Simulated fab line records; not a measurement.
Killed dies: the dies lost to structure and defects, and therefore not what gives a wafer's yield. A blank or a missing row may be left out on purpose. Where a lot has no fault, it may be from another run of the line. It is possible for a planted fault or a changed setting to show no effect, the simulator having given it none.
2 desks, one fault | flow sfqLine | every desk sees just its own numbers, and what lay behind them comes last

== METROLOGY DESK ==
What the gauges read for every lot (on any tool): the sampled wafers with a number, averaged. Marked OUT: a lot whose mean sits more than 4 standard deviations from the usual mean, which makes it out of limits; the brackets give that distance.
Columns: A = M7_NB_RS at SFQ_M7_RS_MEAS_943, usual 0.894 ohm/sq
lot  | first seen here | A
L906 | day 78 06:55    | 0.897
L907 | day 78 12:55    | 0.888
L909 | day 78 20:06    | 0.894
L913 | day 80 05:46    | 0.605 (-31) OUT
L915 | day 80 15:00    | 0.604 (-31) OUT
L918 | day 81 13:37    | 0.881
L919 | day 82 07:28    | 0.901
L921 | day 82 14:36    | 0.908
L923 | day 83 09:25    | 0.887
L924 | day 84 04:44    | 0.889
L925 | day 84 10:35    | 0.899
L926 | day 88 06:42    | 0.902
L927 | day 89 03:16    | 0.906
L928 | day 89 09:13    | 0.897
This desk's result: L913, L915 out of limits, first on L913 (M7_NB_RS at SFQ_M7_RS_MEAS_943), day 80 05:46. L906, L907, L909, L918, L919, L921, L923, L924, L925, L926, L927, L928 stayed within limits.

== THE TOOL OWNER'S DESK: pvdSputter-03 ==
The tool's own readings at SFQ_TRILAYER_M7_DEP_SPUTTER_175 (material Nb, target thk 200 nm, time 133.3 s): means of the sampled wafers that have a number, for each lot that ran on this tool. Marked OUT: a lot whose mean sits more than 4 standard deviations from the usual mean, which makes it out of limits; the brackets give that distance.
Columns: A = cathodeDcPowerW at SFQ_TRILAYER_M7_DEP_SPUTTER_175, usual 2000.0 W; B = throttleValvePct at SFQ_TRILAYER_M7_DEP_SPUTTER_175, usual 29.8 %
lot  | first seen here | A                        | B
L907 | day 78 12:49    | 1999.4                   | 30.0
L909 | day 78 20:01    | 1999.9                   | 29.7
L913 | day 80 05:37    | 2934.3 (+99 or more) OUT | 29.9
L915 | day 80 14:53    | 2934.1 (+99 or more) OUT | 30.0
L923 | day 83 09:20    | 2000.2                   | 30.0
L928 | day 89 09:07    | 1999.7                   | 29.6
Finding of this desk: L913, L915 out of limits; the first was L913 at day 80 05:37, on cathodeDcPowerW at SFQ_TRILAYER_M7_DEP_SPUTTER_175. L907, L909, L923, L928 stayed within limits.

== ALL TOGETHER ==
The tool owner's desk could have raised an alarm at day 80 05:37, on L913, L915.
Metrology desk: alarm possible at day 80 05:46 on L913, L915.
Every lot named ran SFQ_TRILAYER_M7_DEP_SPUTTER_175 on pvdSputter-03.

== WHAT THE SIMULATOR HAD PUT IN ==
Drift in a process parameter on pvdSputter-03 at SFQ_TRILAYER_M7_DEP_SPUTTER_175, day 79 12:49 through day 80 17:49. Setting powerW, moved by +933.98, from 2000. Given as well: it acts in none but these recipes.
Struck lots among those shown: L913, L915.
Time in hours from fault onset to the first out-of-limits reading at each desk: tool owner's desk 17, metrology desk 17.
